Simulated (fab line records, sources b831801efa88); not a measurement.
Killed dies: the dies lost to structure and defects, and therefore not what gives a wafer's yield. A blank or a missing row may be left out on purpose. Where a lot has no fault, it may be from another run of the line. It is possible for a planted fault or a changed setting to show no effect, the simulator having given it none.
Matching of chambers || flow sky130 || SKY_VIA2_CMP_02 on cmp-02: 3 sister chambers
The step polishes SiO2. 3 wafers are shown with their chamber, then 4 later ones without.

WAFERS, EACH WITH ITS CHAMBER
{"wafer": "L345.1", "chamber": 0, "motor current A (A)": 12.1}
{"wafer": "L345.3", "chamber": 1, "motor current A (A)": 11.7}
{"wafer": "L348.2", "chamber": 2, "motor current A (A)": 12.7}

WAFERS WHOSE CHAMBER IS MISSING
{"wafer": "L349.2", "motor current A (A)": 12.5}
{"wafer": "L349.5", "motor current A (A)": 12.6}
{"wafer": "L351.2", "motor current A (A)": 12.2}
{"wafer": "L351.6", "motor current A (A)": 10.9}

EACH ONE'S CHAMBER
{"wafer": "L349.2", "from the rows above": "can't be placed: 2 or 0 or 1", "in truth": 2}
{"wafer": "L349.5", "from the rows above": "can't be placed: 2 or 0 or 1", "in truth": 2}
{"wafer": "L351.2", "from the rows above": "can't be placed: 0 or 1 or 2", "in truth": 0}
{"wafer": "L351.6", "from the rows above": "can't be placed: 1 or 0", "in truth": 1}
Correct placement for 0 of the 4. Unplaceable from these rows: 4, with the true chamber sitting among the candidates in 4. Wrongly placed: 0.
How it was worked out, from the rows above alone: a wafer's distance from a chamber is the root of the sum, over the readings, of the square of ((its reading less the chamber's mean) divided by the reading's scatter). The wafer belongs to the nearest chamber; if the next one is less than 2 further off, it can't be placed. Each chamber's mean is taken over the wafers shown for it. The scatter: root of mean squared gap, hidden wafer to nearest shown wafer, with one shown wafer a chamber.
